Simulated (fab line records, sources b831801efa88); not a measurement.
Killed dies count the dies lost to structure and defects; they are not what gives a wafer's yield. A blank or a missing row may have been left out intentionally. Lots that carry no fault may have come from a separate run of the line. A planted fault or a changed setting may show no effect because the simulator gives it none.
Comparing a struck lot with a sound one :: flow gf180mcu :: 22 out of 602 route steps
Sound: wafers L664.1, L664.2, L664.6. Wafers struck: L673.3, L673.4, L673.6. The cause is given at the end.
At each step with rows: each side's tool, then ch and its chambers, then its first start. Under that, the readings that differ: sound wafers :: struck wafers :: difference of the means :: sigmas: that difference in standard deviations of wafers without a fault.
alike: words and numbers the same on both sides, and readings whose means are apart by under 2 such deviations; not compared: readings that were withheld, readings missing a value for some wafer, numbers with overlapping values and no deviation given by the record, and bounds like >300 which may hide the same value.
Wherever a step has rows on one side only, a row that says differs or no value, or a row with sigmas, the two part there. Numbers that don't overlap but have no deviation are shown without sigmas and don't part them. Lack of a reading on every wafer of one side parts them only where that side has two or more wafers.

GF_HV_LDD_CD_MEAS_31 targets a cd of 400 nm.
  sound on cd sem-01 at day 13 22:27; struck on cd sem-01 at day 16 19:21
  alike: cd nm
GF_HV_LDD_OVL_MEAS_32:
  sound on overlay-02 at day 13 22:34; struck on overlay-01 at day 16 19:26
  alike: HV_LDD_02_OVL
then, 4 steps without rows for these wafers: GF_HV_LDD_IMPLANT_33; GF_HV_LDD_IMPLANT_34; GF_HV_LDD_IMPLANT_35; GF_HV_LDD_IMPLANT_36.
GF_HV_LDD_STRIP_37: strips in O2/N2.
  sound on plasma asher-04 ch 0,1, day 13 23:13; struck on plasma asher-02 ch 0,1, day 16 20:06
  alike: drypump motor current A, heater power w, oes product au, strip time to endpoint s
  not compared: rf hours counter h
GF_HV_LDD_TW_MEAS_38:
  sound on film metro-01 at day 13 23:19; struck on film metro-01 at day 16 20:11
  alike: HV_LDD_3_TW
then, 4 steps without rows for these wafers: GF_HV_LDD_DEHYDRATE_39 (time 60 s); GF_HV_LDD_HMDS_40 (prime time 60 s); GF_HV_LDD_COAT_41 (resist thk 1000 nm); GF_HV_LDD_SOFTBAKE_42 (time 60 s).
GF_HV_LDD_EXPOSE_43: exposes mask Pplus HV AREA, target cd 400 nm.
  sound on iline stepper-02 ch 0, day 14 09:50; struck on iline stepper-02 ch 0, day 17 07:37
reading: mask
sound: Pplus_HV_AREA#0 Pplus_HV_AREA#0 Pplus_HV_AREA#0
struck: Nplus#0 Nplus#0 Nplus#0
difference: differs
sigmas: 
  alike: focus offset nm, reticle temp C, stage vel mm s
then, 2 steps without rows for these wafers: GF_HV_LDD_PEB_44; GF_HV_LDD_DEVELOP_45 (develop time 60 s).
GF_HV_LDD_CD_MEAS_46 targets a cd of 400 nm.
  sound on cd sem-02 at day 14 19:41; struck on cd sem-02 at day 17 19:14
reading: cd nm (nm)
sound: 401.5 401.6 400.5
struck: - - -
difference: no value on the struck wafers
sigmas: 
GF_HV_LDD_OVL_MEAS_47:
  sound on overlay-01 at day 14 19:49; struck on overlay-01 at day 17 19:20
reading: HV_LDD_03_OVL (nm)
sound: -0.4 -1.0 -0.9
struck: - - -
difference: no value on the struck wafers
sigmas: 
after that, 1 step had no rows for these wafers: GF_HV_LDD_IMPLANT_48.
GF_HV_LDD_STRIP_49: strips in O2/N2.
  sound on plasma asher-04 ch 0,1, day 14 19:59; struck on plasma asher-02 ch 0,1, day 17 19:32
  alike: drypump motor current A, heater power w, oes product au, strip time to endpoint s
  not compared: rf hours counter h
GF_HV_LDD_TW_MEAS_50:
  sound on film metro-01 at day 14 20:05; struck on film metro-04 at day 17 19:37
reading: HV_LDD_4_TW
sound: 577 572 576
struck: 30 30 30
difference: -545
sigmas: -99 or more
then, 1 step without rows for these wafers: GF_HV_LDD_CLEAN_51 (cleans in SC1/SC2, time 150 s).
-- the record jumps here: 16 days lie between the struck wafers' starts before and after (it left off in module HV_LDD and takes up again in module PASSIVATION, whose first step shown is number 602 of the route) --
GF_PASSIVATION_PROBE_99:
  only the struck wafers here have rows in the record (prober-01, day 33 16:13); the sound ones have none

== WHERE THEY PART ==
Earliest at GF_HV_LDD_EXPOSE_43; latest, in this record, at GF_PASSIVATION_PROBE_99.

WHY: whatever the simulator had introduced
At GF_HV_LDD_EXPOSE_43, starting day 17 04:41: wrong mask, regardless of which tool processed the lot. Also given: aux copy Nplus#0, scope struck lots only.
